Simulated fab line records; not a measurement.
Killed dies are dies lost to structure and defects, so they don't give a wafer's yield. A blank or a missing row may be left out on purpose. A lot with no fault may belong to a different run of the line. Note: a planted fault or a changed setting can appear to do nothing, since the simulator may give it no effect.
fab line records	flow sky130
[record] lots = 12	wafers = 36	lastDay = 50
route steps=708 shown CONTACT@411 METAL1@437 PAD_OPEN@708
lots with no fault: from the same line, run without faults
startH: hours from the record's opening day to when the first of the lot's shown wafers began	waitH: hours elapsed since this lot's preceding step	" repeats the value in the row above	L1.1+2: a single row standing in for several wafers	- no value, or no start was given	* or withheld: withheld	< > ~ a bound
route shown NAME@n: names a module that has steps shown in the file, with the first one's number in the route	usual: average and standard deviation across the fault-free wafers	same: alike in all rows	chamber/n: place in a boat	sites: readings site by site	_std_site: how widely they spread, as a standard deviation	_edge_site: outer sites' mean less inner sites'	radiusMm: for every site, how far away it sits from the centre of the wafer	mask NAME#n: copy n	behind: the last tool/chamber to shape the wafer	hold: the reason the lot was held/the length of the hold in hours/how it ended	device: which transistor (n, p or np) failed to switch	end of line: the tests these same wafers got at the end of their route	a step without rows: its recipe alone	killed: the dies lost at the first sort to structure and to defects; this is not the yield of the wafer	map: a wafer's dies, marking killed ones x, the rest . and places with no die _
set.NAME: the setting that was run; set.NAME@STEP: the one run at that earlier step	model.NAME: the simulator's own value behind a step, which no gauge read
route steps across a sampled set of lots; one table per step, one row per wafer
services: from which hour (startH, from the record's first day; less than 0 if before it) a tool's chamber was out of use, for how many hours, and why
[[steps]]
[step SKY_CONTACT_BOW_MEAS_05]
[recipe] mode = bow
[usual] CONTACT_BOW = 81/6.2
lot.wafer	tool	chamber	startH	waitH	CONTACT_BOW[um]
L105.2	filmMetro-04	-	705.03	0.2	86
L105.3	"	-	"	"	76
L105.6	"	-	"	"	85
L106.2	filmMetro-01	-	718.53	0.2	78
L106.3	"	-	"	"	83
L106.6	"	-	"	"	82
L107.1	filmMetro-04	-	723.55	0.2	82
L107.5	"	-	"	"	84
L107.6	"	-	"	"	84
L110.2	filmMetro-01	-	749.92	0.1	77
L110.4	"	-	"	"	74
L110.5	"	-	"	"	64
L113.4	filmMetro-03	-	775.39	0.3	77
L113.5	"	-	"	"	80
L113.6	"	-	"	"	77
L114.1	filmMetro-03	-	778.57	0.2	82
L114.5	"	-	"	"	85
L114.6	"	-	"	"	87
L115.3	filmMetro-01	-	785.79	0.2	74
L115.5	"	-	"	"	87
L115.6	"	-	"	"	86
L117.3	filmMetro-01	-	799.87	0.2	78
L117.4	"	-	"	"	82
L117.5	"	-	"	"	74
L118.1	filmMetro-03	-	811.43	0.2	78
L118.2	"	-	"	"	76
L118.3	"	-	"	"	78
L119.3	filmMetro-03	-	815.61	0.2	89
L119.4	"	-	"	"	80
L119.6	"	-	"	"	78
L125.1	filmMetro-04	-	862.82	0.1	88
L125.2	"	-	"	"	79
L125.3	"	-	"	"	80
L128.1	filmMetro-04	-	897.03	0.2	91
L128.2	"	-	"	"	91
L128.4	"	-	"	"	82
[step SKY_CONTACT_ETCH_16]
[recipe] chemistry = N2/H2	target = BARC	ionEnergyEv = 200	sourceW = 500	biasW = 100	pressureMtorr = 30	n2FlowSccm = 100	h2FlowSccm = 200	stopOn = SiO2	timeS = 45.9	targetDepthA = 600
[usual] drypumpMotorCurrentA = 5.7/0.43	oesProductAu = 0.856/0.0047	throttleValvePct = 13.225/0.009
[same] timeS = 45.9
lot.wafer	tool	chamber	startH	waitH	drypumpMotorCurrentA	oesProductAu	rfHoursCounterH	throttleValvePct
L105.2	rieDiel-02	1	732.78	0.0	6.0	0.855	16	13.232
L105.3	"	3	"	"	5.3	0.861	7	13.211
L105.6	"	3	"	"	5.3	0.858	-	13.231
L106.2	rieDiel-03	3	746.07	0.0	5.6	0.859	10	13.239
L106.3	"	2	"	"	4.8	0.859	6	13.244
L106.6	"	0	"	"	6.3	0.854	-	13.234
L107.1	rieDiel-04	0	751.19	0.0	5.7	0.856	4	13.232
L107.5	"	0	"	"	5.7	0.855	-	13.223
L107.6	"	1	"	"	5.6	0.855	-	13.223
L110.2	rieDiel-02	3	776.80	0.0	5.3	0.856	9	13.216
L110.4	"	2	"	"	5.8	0.856	1	13.216
L110.5	"	2	"	"	5.8	0.853	-	13.210
L113.4	rieDiel-04	3	801.80	0.0	5.4	0.861	20	13.214
L113.5	"	0	"	"	5.6	0.851	-	13.233
L113.6	"	3	"	"	5.4	0.853	-	13.214
L114.1	rieDiel-04	2	805.35	0.0	5.6	0.859	3	13.233
L114.5	"	3	"	"	5.4	0.854	-	13.218
L114.6	"	0	"	"	5.7	0.848	-	13.221
L115.3	rieDiel-03	1	812.35	0.0	5.6	0.856	0	13.236
L115.5	"	0	"	"	6.4	0.843	-	13.210
L115.6	"	1	"	"	5.6	0.851	-	13.220
L117.3	rieDiel-04	1	825.54	0.0	5.7	0.855	18	13.224
L117.4	"	0	"	"	5.7	0.852	6	13.229
L117.5	"	3	"	"	5.4	0.848	-	13.220
L118.1	rieDiel-02	0	837.94	0.0	6.2	0.855	9	13.225
L118.2	"	1	"	"	5.9	0.850	19	13.207
L118.3	"	3	"	"	5.3	0.861	11	13.228
L119.3	rieDiel-03	0	842.80	0.0	6.4	0.853	17	13.217
L119.4	"	3	"	"	5.6	0.857	13	13.226
L119.6	"	3	"	"	5.6	0.852	-	13.234
L125.1	rieDiel-03	0	888.89	0.0	6.4	0.858	18	13.223
L125.2	"	2	"	"	4.8	0.846	11	13.217
L125.3	"	1	"	"	5.6	0.852	2	13.239
L128.1	rieDiel-03	1	921.90	0.0	5.5	0.845	3	13.230
L128.2	"	0	"	"	6.4	0.855	19	13.220
L128.4	"	3	"	"	5.6	0.853	16	13.248
[step SKY_CONTACT_CMP_27]
[recipe] stopOn = SiO2	tOverpolishS = 15	downForcePsi = 3.5	platenRpm = 60	targetThkNm = 0	padVelocityMS = 0.94248
[usual] motorCurrentA = 10.5/1.3	overpolishRunS = 15.000/0.0095	timeToEndpointS = 84/3.3
lot.wafer	tool	chamber	startH	waitH	motorCurrentA	overpolishRunS	timeToEndpointS
L105.3	cmp-02	0	733.91	0.1	11.5	15.011	85
L105.2	"	2	"	"	9.0	14.995	87
L105.6	"	0	"	"	10.9	15.007	86
L106.2	cmp-01	2	747.16	0.0	8.3	15.005	86
L106.3	"	0	"	"	11.6	14.994	86
L106.6	"	3	"	"	9.6	15.003	85
L107.1	cmp-02	2	752.41	0.2	9.8	15.004	89
L107.5	"	3	"	"	11.8	14.997	86
L107.6	"	0	"	"	11.2	14.999	88
L110.4	cmp-01	2	777.87	0.0	9.1	14.992	86
L110.2	"	0	"	"	11.9	14.988	83
L110.5	"	2	"	"	8.7	14.986	85
L113.4	cmp-02	2	802.98	0.1	9.3	15.000	84
L113.5	"	0	"	"	11.2	15.003	85
L113.6	"	1	"	"	11.7	14.994	79
L114.1	cmp-02	2	806.44	0.1	9.4	14.984	87
L114.5	"	2	"	"	9.4	15.022	85
L114.6	"	3	"	"	11.3	15.013	86
L115.3	cmp-02	0	813.47	0.1	11.5	14.986	86
L115.6	"	3	"	"	12.0	15.016	88
L115.5	"	0	"	"	12.0	15.002	92
L117.3	cmp-02	3	826.65	0.0	11.5	14.998	88
L117.4	"	1	"	"	11.9	14.989	89
L117.5	"	3	"	"	11.8	15.007	86
L118.3	cmp-01	0	839.16	0.1	13.6	14.988	79
L118.1	"	1	"	"	9.4	14.982	82
L118.2	"	2	"	"	8.9	15.000	83
L119.3	cmp-02	3	844.18	0.1	12.0	14.996	84
L119.4	"	0	"	"	10.4	14.995	86
L119.6	"	1	"	"	11.5	14.997	80
L125.1	cmp-01	0	890.30	0.1	11.8	15.000	82
L125.2	"	2	"	"	9.3	15.009	81
L125.3	"	3	"	"	9.3	15.011	78
L128.4	cmp-01	1	922.99	0.0	9.4	14.989	81
L128.1	"	2	"	"	9.2	14.995	85
L128.2	"	0	"	"	12.3	15.004	81
[step SKY_METAL1_SPUTTER_03]
[recipe] material = Ti	targetThkNm = 5	powerW = 3000	timeS = 3.3	chamberPressurePa = 0.4
[usual] cathodeDcPowerW = 2999.9/0.56	throttleValvePct = 29.9/1.1
[same] timeS = 3.3
lot.wafer	tool	chamber	startH	waitH	cathodeDcPowerW	throttleValvePct
L105.2	pvdSputter-03	-	734.23	0.0	3000.3	30.2
L105.3	"	-	"	"	2999.2	31.2
L105.6	"	-	"	"	2999.0	30.1
L106.2	pvdSputter-03	-	747.53	0.0	3000.5	31.0
L106.3	"	-	"	"	2999.8	30.7
L106.6	"	-	"	"	2999.4	31.0
L107.1	pvdSputter-04	-	752.64	0.0	2999.3	30.2
L107.5	"	-	"	"	2999.3	30.8
L107.6	"	-	"	"	3000.0	30.5
L110.2	pvdSputter-03	-	778.25	0.0	3000.2	30.6
L110.4	"	-	"	"	3000.5	29.9
L110.5	"	-	"	"	2999.7	30.9
L113.4	pvdSputter-01	-	803.25	0.0	2999.8	27.1
L113.5	"	-	"	"	3000.2	27.2
L113.6	"	-	"	"	2999.5	29.2
L114.1	pvdSputter-04	-	806.81	0.0	2999.8	30.1
L114.5	"	-	"	"	2999.5	30.0
L114.6	"	-	"	"	2999.2	27.8
L115.3	pvdSputter-03	-	813.80	0.0	2999.7	30.8
L115.5	"	-	"	"	2999.6	30.1
L115.6	"	-	"	"	2999.3	30.0
L117.3	pvdSputter-03	-	827.03	0.0	3000.7	30.8
L117.4	"	-	"	"	2999.8	30.9
L117.5	"	-	"	"	3000.1	30.9
L118.1	pvdSputter-03	-	839.48	0.0	2999.8	29.8
L118.2	"	-	"	"	2998.6	30.7
L118.3	"	-	"	"	2999.9	30.1
L119.3	pvdSputter-01	-	844.45	0.0	2999.5	27.0
L119.4	"	-	"	"	3000.8	30.7
L119.6	"	-	"	"	2999.8	31.0
L125.1	pvdSputter-01	-	890.67	0.0	3000.9	29.5
L125.2	"	-	"	"	2999.9	29.1
L125.3	"	-	"	"	3073.9	30.9
L128.1	pvdSputter-03	-	923.36	0.0	3000.7	29.9
L128.2	"	-	"	"	2999.2	30.1
L128.4	"	-	"	"	3000.5	30.7
[step SKY_PAD_OPEN_PROBE_99]
[usual] defectLimitedYield = 82.1/1.9	killed_at_M0_to_M3 = 45/6.8	killed_at_M4_up = 3.0/1.7	killedAtContacts = 25/5.7	killedAtFrontEnd = 15/4.6	killedAtOther = 0.3/0.66	killedDies = 88/9.5	killedOnRim = 17/3.6	killedOpen = 48/7.3	killedShort = 39/6.5	sort_bin_3_pad_short = 0.9/0.47	sort_bin_5_function = 10.6/1.5	sort_bin_6_memory = 6.4/1.2	sortNPass = 404/9.5	sortYieldPct = 82.1/1.9
[same] grossDies = 492	killedAtBackSide = 0	sort_bin_4_leakage[%] = 0	sort_bin_8_speed[%] = 0
lot.wafer	tool	chamber	startH	waitH	defectLimitedYield[%]	killed_at_M0_to_M3	killed_at_M4_up	killedAtContacts	killedAtFrontEnd	killedAtOther	killedDies	killedOnRim	killedOpen	killedShort	sort_bin_3_pad_short[%]	sort_bin_5_function[%]	sort_bin_6_memory[%]	sortNPass	sortYieldPct[%]
L105.2	prober-01	-	1071.65	0.1	82.7	49	3	14	19	0	85	14	47	38	1.0	10.0	6.3	407	82.7
L105.3	prober-01	-	1071.70	0.2	82.9	40	3	21	19	1	84	17	42	41	0.8	11.4	4.9	408	82.9
L105.6	prober-01	-	1071.85	0.2	82.7	39	4	16	26	0	85	18	53	31	1.2	10.4	5.7	407	82.7
L106.2	prober-02	-	1081.89	0.1	79.7	65	3	13	18	1	100	17	55	44	0.4	11.4	8.5	392	79.7
L106.3	prober-02	-	1081.94	0.2	79.3	57	4	30	11	0	102	21	64	37	0.6	12.2	7.9	390	79.3
L106.6	prober-02	-	1082.09	0.2	80.7	50	2	25	18	0	95	20	60	35	0	10.8	8.5	397	80.7
L107.1	prober-01	-	1088.20	0.1	79.9	47	5	21	26	0	99	20	59	40	1.4	12.6	6.1	393	79.9
L107.5	prober-01	-	1088.40	0.2	84.1	42	3	18	15	0	78	13	43	34	0	9.6	6.3	414	84.1
L107.6	prober-01	-	1088.45	0.2	84.1	44	1	25	7	1	78	15	43	34	0.4	8.1	7.3	414	84.1
L110.2	prober-01	-	1108.20	0.1	79.5	49	3	34	15	0	101	20	58	43	0.8	13.8	5.9	391	79.5
L110.4	prober-01	-	1108.30	0.2	83.9	40	4	17	18	0	79	12	45	34	0.4	8.7	6.9	413	83.9
L110.5	prober-01	-	1108.35	0.2	82.3	45	4	24	14	0	87	22	53	34	0.4	10.4	6.9	405	82.3
L113.4	prober-02	-	1126.55	0.2	83.1	40	1	24	18	0	83	13	43	38	1.6	10.8	4.5	409	83.1
L113.5	prober-02	-	1126.60	0.2	81.3	51	4	22	15	0	92	19	42	49	0.8	12.0	5.9	400	81.3
L113.6	prober-02	-	1126.65	0.2	80.1	42	6	28	22	0	98	22	51	46	0.6	11.8	7.5	394	80.1
L114.1	prober-01	-	1128.19	0.1	82.3	45	6	23	13	0	87	14	42	44	1.6	10.8	5.3	405	82.3
L114.5	prober-01	-	1128.39	0.2	82.3	43	3	33	8	0	87	20	49	38	0.8	11.6	5.3	405	82.3
L114.6	prober-01	-	1128.44	0.2	84.8	39	2	19	15	0	75	19	43	31	1.2	7.7	6.3	417	84.8
L115.3	prober-02	-	1133.37	0.2	83.1	41	3	25	14	0	83	22	51	32	0.4	9.3	7.1	409	83.1
L115.5	prober-02	-	1133.47	0.2	83.1	37	3	21	22	0	83	14	47	36	0.6	9.3	6.9	409	83.1
L115.6	prober-02	-	1133.52	0.2	85.0	43	1	18	11	1	74	14	41	33	0.6	8.5	5.9	418	85.0
L117.3	prober-02	-	1142.40	0.2	82.9	40	3	26	15	0	84	15	50	34	1.0	8.3	7.7	408	82.9
L117.4	prober-02	-	1142.45	0.2	80.1	45	3	29	21	0	98	17	51	47	2.0	12.0	5.9	394	80.1
L117.5	prober-02	-	1142.50	0.2	81.7	42	2	28	18	0	90	16	49	41	1.4	8.9	7.9	402	81.7
L118.1	prober-01	-	1151.30	0.1	84.3	35	2	26	14	0	77	14	38	39	0.2	12.0	3.5	415	84.3
L118.2	prober-01	-	1151.35	0.1	83.5	52	2	15	12	0	81	12	38	43	1.6	8.9	5.9	411	83.5
L118.3	prober-01	-	1151.40	0.2	80.1	48	4	28	17	1	98	21	54	44	0.8	11.2	7.9	394	80.1
L119.3	prober-02	-	1154.20	0.2	84.3	38	0	21	18	0	77	15	41	36	0.8	8.9	5.9	415	84.3
L119.4	prober-02	-	1154.25	0.2	84.6	33	0	27	16	0	76	15	40	36	0.4	9.6	5.5	416	84.6
L119.6	prober-02	-	1154.35	0.2	80.9	56	0	20	17	1	94	21	59	35	0.6	11.4	7.1	398	80.9
L125.1	prober-02	-	1185.91	0.1	85.4	40	5	17	9	1	72	13	27	44	0.6	10.0	4.1	420	85.4
L125.2	prober-02	-	1185.96	0.1	81.7	46	2	23	19	0	90	19	51	38	0.8	9.8	7.7	402	81.7
L125.3	prober-02	-	1186.01	0.2	82.3	46	2	28	11	0	87	20	44	43	0.8	11.0	5.9	405	82.3
L128.1	prober-02	-	1205.81	0.1	82.7	51	2	24	8	0	85	17	48	37	0.8	10.6	5.9	407	82.7
L128.2	prober-02	-	1205.86	0.1	80.7	54	1	20	20	0	95	13	62	33	1.4	10.8	7.1	397	80.7
L128.4	prober-02	-	1205.96	0.2	84.1	44	2	18	14	0	78	15	49	29	0.6	9.6	5.7	414	84.1
// killed by level:class
L105.2 VIA1:geometricParticle:open=13 FIELD_ISO:geometricParticle:short=6 METAL2:geometricParticle:short=6 VIA2:geometricParticle:open=5 POLY_GATE:geometricParticle:open=4 CONTACT:geometricParticle:short=4 CONTACT:geometricParticle:open=4 METAL1:geometricParticle:short=4
L105.3 VIA1:geometricParticle:open=10 FIELD_ISO:geometricParticle:open=7 CONTACT:geometricParticle:open=7 VIA1:geometricParticle:short=7 POLY_GATE:geometricParticle:short=5 CONTACT:geometricParticle:short=5 LI_CONTACT:geometricParticle:open=4 LOCAL_INTERCONNECT:geometricParticle:short=4
L105.6 VIA1:geometricParticle:open=10 FIELD_ISO:geometricParticle:open=9 VIA3:geometricParticle:open=8 CONTACT:geometricParticle:open=6 POLY_GATE:geometricParticle:open=5 LI_CONTACT:geometricParticle:open=5 FIELD_ISO:geometricParticle:short=4 VIA3:geometricParticle:short=4
L106.2 VIA1:geometricParticle:open=14 VIA3:geometricParticle:open=12 METAL1:geometricParticle:short=12 METAL2:geometricParticle:short=9 POLY_GATE:geometricParticle:open=5 CONTACT:geometricParticle:open=5 VIA2:geometricParticle:open=5 POLY_GATE:geometricParticle:short=4
L106.3 VIA1:geometricParticle:open=16 CONTACT:geometricParticle:open=13 VIA3:geometricParticle:open=10 VIA2:geometricParticle:open=8 LI_CONTACT:geometricParticle:open=7 VIA1:geometricParticle:short=6 LI_CONTACT:geometricParticle:short=5 METAL1:geometricParticle:short=5
L106.6 VIA3:geometricParticle:open=13 CONTACT:geometricParticle:open=12 VIA2:geometricParticle:open=11 VIA1:geometricParticle:open=10 SPACER:geometricParticle:open=5 LOCAL_INTERCONNECT:geometricParticle:short=5 FIELD_ISO:geometricParticle:short=4 LI_CONTACT:geometricParticle:open=4
L107.1 CONTACT:geometricParticle:open=11 VIA2:geometricParticle:open=10 VIA1:geometricParticle:open=9 METAL2:geometricParticle:short=8 FIELD_ISO:geometricParticle:open=6 POLY_GATE:geometricParticle:open=6 FIELD_ISO:geometricParticle:short=5 VIA1:geometricParticle:short=5
L107.5 VIA1:geometricParticle:open=10 LI_CONTACT:geometricParticle:open=9 VIA3:geometricParticle:open=8 METAL2:geometricParticle:short=6 FIELD_ISO:geometricParticle:short=5 CONTACT:geometricParticle:open=5 VIA1:geometricParticle:short=4 VIA3:geometricParticle:short=4
L107.6 VIA1:geometricParticle:open=11 CONTACT:geometricParticle:open=9 CONTACT:geometricParticle:short=8 VIA3:geometricParticle:open=8 LI_CONTACT:geometricParticle:open=5 VIA2:geometricParticle:open=5 METAL1:geometricParticle:short=4 VIA2:geometricParticle:short=4
L110.2 VIA1:geometricParticle:open=12 VIA2:geometricParticle:open=12 LI_CONTACT:geometricParticle:open=8 LOCAL_INTERCONNECT:geometricParticle:short=8 CONTACT:geometricParticle:open=8 VIA3:geometricParticle:open=8 VIA1:geometricParticle:short=7 CONTACT:geometricParticle:short=6
L110.4 VIA1:geometricParticle:open=11 LI_CONTACT:geometricParticle:open=6 VIA2:geometricParticle:open=6 FIELD_ISO:geometricParticle:short=5 CONTACT:geometricParticle:open=5 METAL3:geometricParticle:short=5 VIA3:geometricParticle:open=5 POLY_GATE:geometricParticle:open=4
L110.5 VIA1:geometricParticle:open=13 CONTACT:geometricParticle:open=11 VIA2:geometricParticle:open=9 VIA1:geometricParticle:short=8 METAL1:geometricParticle:short=5 VIA3:geometricParticle:open=5 FIELD_ISO:geometricParticle:short=4 CONTACT:geometricParticle:short=4
L113.4 VIA1:geometricParticle:open=12 CONTACT:geometricParticle:open=6 FIELD_ISO:geometricParticle:open=5 FIELD_ISO:geometricParticle:short=5 LI_CONTACT:geometricParticle:open=5 METAL1:geometricParticle:short=5 VIA1:geometricParticle:short=5 VIA2:geometricParticle:open=4
L113.5 LI_CONTACT:geometricParticle:open=8 VIA1:geometricParticle:short=8 VIA1:geometricParticle:open=8 VIA2:geometricParticle:open=8 CONTACT:geometricParticle:open=7 METAL1:geometricParticle:short=7 POLY_GATE:geometricParticle:short=5 METAL2:geometricParticle:short=5
L113.6 FIELD_ISO:geometricParticle:short=10 VIA1:geometricParticle:open=10 LI_CONTACT:geometricParticle:open=9 CONTACT:geometricParticle:open=8 VIA1:geometricParticle:short=7 FIELD_ISO:geometricParticle:open=5 POLY_GATE:geometricParticle:open=4 LI_CONTACT:geometricParticle:short=4
L114.1 METAL1:geometricParticle:short=10 CONTACT:geometricParticle:open=9 VIA1:geometricParticle:open=8 METAL4:geometricParticle:short=6 VIA2:geometricParticle:open=6 POLY_GATE:geometricParticle:short=5 LI_CONTACT:geometricParticle:open=5 METAL2:geometricParticle:short=5
L114.5 VIA1:geometricParticle:open=16 CONTACT:geometricParticle:short=11 CONTACT:geometricParticle:open=10 LI_CONTACT:geometricParticle:open=8 VIA2:geometricParticle:open=5 METAL1:geometricParticle:short=4 VIA3:geometricParticle:short=4 SPACER:geometricParticle:short=3
L114.6 VIA2:geometricParticle:open=11 VIA1:geometricParticle:open=8 POLY_GATE:geometricParticle:open=5 CONTACT:geometricParticle:open=5 CONTACT:geometricParticle:short=5 LOCAL_INTERCONNECT:geometricParticle:short=4 POLY_GATE:geometricParticle:short=3 VIA1:geometricParticle:short=3
L115.3 CONTACT:geometricParticle:open=13 VIA1:geometricParticle:open=10 VIA3:geometricParticle:open=7 CONTACT:geometricParticle:short=5 METAL2:geometricParticle:short=5 POLY_GATE:geometricParticle:short=4 METAL2:geometricParticle:open=4 VIA2:geometricParticle:open=4
L115.5 CONTACT:geometricParticle:open=11 VIA1:geometricParticle:open=8 FIELD_ISO:geometricParticle:short=5 POLY_GATE:geometricParticle:open=5 VIA3:geometricParticle:open=5 METAL1:geometricParticle:short=4 METAL2:geometricParticle:short=4 FIELD_ISO:geometricParticle:open=3
L115.6 CONTACT:geometricParticle:open=9 VIA1:geometricParticle:open=8 METAL2:geometricParticle:short=7 LI_CONTACT:geometricParticle:open=5 VIA3:geometricParticle:open=5 VIA2:geometricParticle:open=5 FIELD_ISO:geometricParticle:open=4 METAL1:geometricParticle:short=4
L117.3 VIA1:geometricParticle:open=11 CONTACT:geometricParticle:open=7 VIA1:geometricParticle:short=7 VIA2:geometricParticle:open=7 POLY_GATE:geometricParticle:open=6 LOCAL_INTERCONNECT:geometricParticle:short=6 VIA3:geometricParticle:open=5 CONTACT:geometricParticle:short=4
L117.4 CONTACT:geometricParticle:open=11 VIA1:geometricParticle:open=9 METAL2:geometricParticle:short=7 LI_CONTACT:geometricParticle:open=6 VIA3:geometricParticle:open=6 VIA1:geometricParticle:short=6 POLY_GATE:geometricParticle:short=5 LOCAL_INTERCONNECT:geometricParticle:short=5
L117.5 VIA2:geometricParticle:open=9 VIA1:geometricParticle:open=9 VIA1:geometricParticle:short=8 CONTACT:geometricParticle:open=7 LI_CONTACT:geometricParticle:open=6 LOCAL_INTERCONNECT:geometricParticle:short=6 CONTACT:geometricParticle:short=5 VIA3:geometricParticle:open=5
L118.1 CONTACT:geometricParticle:open=12 METAL1:geometricParticle:short=6 VIA1:geometricParticle:open=6 VIA1:geometricParticle:short=5 VIA2:geometricParticle:open=5 POLY_GATE:geometricParticle:short=4 LI_CONTACT:geometricParticle:open=4 CONTACT:geometricParticle:short=4
L118.2 VIA1:geometricParticle:open=10 VIA2:geometricParticle:open=9 CONTACT:geometricParticle:open=6 METAL1:geometricParticle:short=6 VIA3:geometricParticle:short=6 FIELD_ISO:geometricParticle:short=5 METAL2:geometricParticle:short=5 VIA3:geometricParticle:open=5
L118.3 VIA1:geometricParticle:open=11 VIA2:geometricParticle:open=10 CONTACT:geometricParticle:open=8 CONTACT:geometricParticle:short=8 POLY_GATE:geometricParticle:open=6 VIA3:geometricParticle:open=6 LI_CONTACT:geometricParticle:short=6 FIELD_ISO:geometricParticle:open=4
L119.3 VIA2:geometricParticle:open=8 VIA1:geometricParticle:short=8 CONTACT:geometricParticle:open=7 VIA1:geometricParticle:open=7 FIELD_ISO:geometricParticle:short=5 LI_CONTACT:geometricParticle:open=5 LOCAL_INTERCONNECT:geometricParticle:short=5 VIA3:geometricParticle:open=5
L119.4 CONTACT:geometricParticle:open=10 METAL1:geometricParticle:short=7 LI_CONTACT:geometricParticle:open=7 VIA2:geometricParticle:open=7 VIA1:geometricParticle:open=6 LOCAL_INTERCONNECT:geometricParticle:short=5 CONTACT:geometricParticle:short=5 FIELD_ISO:geometricParticle:short=4
L119.6 VIA1:geometricParticle:open=13 VIA3:geometricParticle:open=10 LI_CONTACT:geometricParticle:open=8 VIA2:geometricParticle:open=7 METAL1:geometricParticle:short=7 CONTACT:geometricParticle:open=6 VIA1:geometricParticle:short=6 FIELD_ISO:geometricParticle:open=4
L125.1 VIA1:geometricParticle:open=8 VIA1:geometricParticle:short=8 VIA3:geometricParticle:open=7 CONTACT:geometricParticle:open=6 LOCAL_INTERCONNECT:geometricParticle:short=5 METAL1:geometricParticle:short=5 FIELD_ISO:geometricParticle:short=4 CONTACT:geometricParticle:short=4
L125.2 CONTACT:geometricParticle:open=12 VIA1:geometricParticle:open=10 VIA3:geometricParticle:open=9 FIELD_ISO:geometricParticle:open=5 METAL2:geometricParticle:short=5 VIA2:geometricParticle:short=5 POLY_GATE:geometricParticle:open=4 LI_CONTACT:geometricParticle:open=4
L125.3 CONTACT:geometricParticle:open=14 CONTACT:geometricParticle:short=9 METAL1:geometricParticle:short=8 VIA1:geometricParticle:open=7 VIA1:geometricParticle:short=6 METAL2:geometricParticle:short=5 VIA3:geometricParticle:open=5 FIELD_ISO:geometricParticle:open=4
L128.1 VIA1:geometricParticle:open=17 LI_CONTACT:geometricParticle:open=8 CONTACT:geometricParticle:open=6 METAL2:geometricParticle:short=6 VIA2:geometricParticle:open=5 LOCAL_INTERCONNECT:geometricParticle:short=4 METAL1:geometricParticle:short=4 VIA1:geometricParticle:short=4
L128.2 VIA1:geometricParticle:open=21 VIA2:geometricParticle:open=11 POLY_GATE:geometricParticle:open=8 LI_CONTACT:geometricParticle:open=7 POLY_GATE:geometricParticle:short=6 CONTACT:geometricParticle:open=6 METAL1:geometricParticle:short=4 METAL2:geometricParticle:short=4
L128.4 VIA1:geometricParticle:open=14 VIA3:geometricParticle:open=9 LI_CONTACT:geometricParticle:open=8 METAL2:geometricParticle:short=6 VIA1:geometricParticle:short=5 FIELD_ISO:geometricParticle:open=4 POLY_GATE:geometricParticle:short=3 POLY_GATE:geometricParticle:open=3
[[services]]
tool	chamber	startH	hours	kind
pvdSputter-01	-	711.04	26.1	repair
pvdSputter-04	-	711.39	7.0	repair
rieDiel-04	2	726.32	8.0	repair
cmp-02	-	744.28	4.0	pm
rieDiel-02	3	747.77	3.9	repair
cmp-02	-	748.28	-	consumableReplace:conditioner
cmp-02	-	748.28	-	consumableReplace:pad
cmp-02	-	752.86	1.8	repair
cmp-02	-	761.76	5.4	pm
rieDiel-03	1	773.24	-	clean
rieDiel-03	1	773.24	24.9	scheduledDown
cmp-02	-	792.80	5.1	pm
cmp-02	-	800.27	2.1	repair
cmp-02	-	801.34	0.4	repair
pvdSputter-03	-	801.55	6.2	repair
rieDiel-03	1	806.29	4.7	repair
cmp-01	-	817.28	5.5	pm
cmp-01	-	824.66	0.5	repair
pvdSputter-04	-	826.34	2.9	repair
pvdSputter-01	-	851.15	2.5	repair
cmp-01	-	861.68	2.6	repair
rieDiel-02	0	898.36	15.9	repair
cmp-01	-	912.47	4.0	pm
rieDiel-03	-	913.74	2.8	pm
[[key]]
[firstSign] step = SKY_METAL1_SPUTTER_03	reading = cathodeDcPowerW	direction = up	sigmas = 99+	usual = 2999.9	struck = 3073.9
effect none on later readings
metAt SKY_METAL1_SPUTTER_03
struckLots L125
struckWafers L125.3
notActingAt SKY_CONTACT_BOW_MEAS_05,SKY_CONTACT_ETCH_16,SKY_CONTACT_CMP_27
onsetBetween 844.45 890.67
[fault] kind = processParameterDrift	tool = pvdSputter-01	chamber = -	onsetH = 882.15	steps = SKY_METAL1_SPUTTER_03	channel = powerW	offset = *	shape = step	endH = 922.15	actsIn = *	stated = *	scope = struckWafersOnly
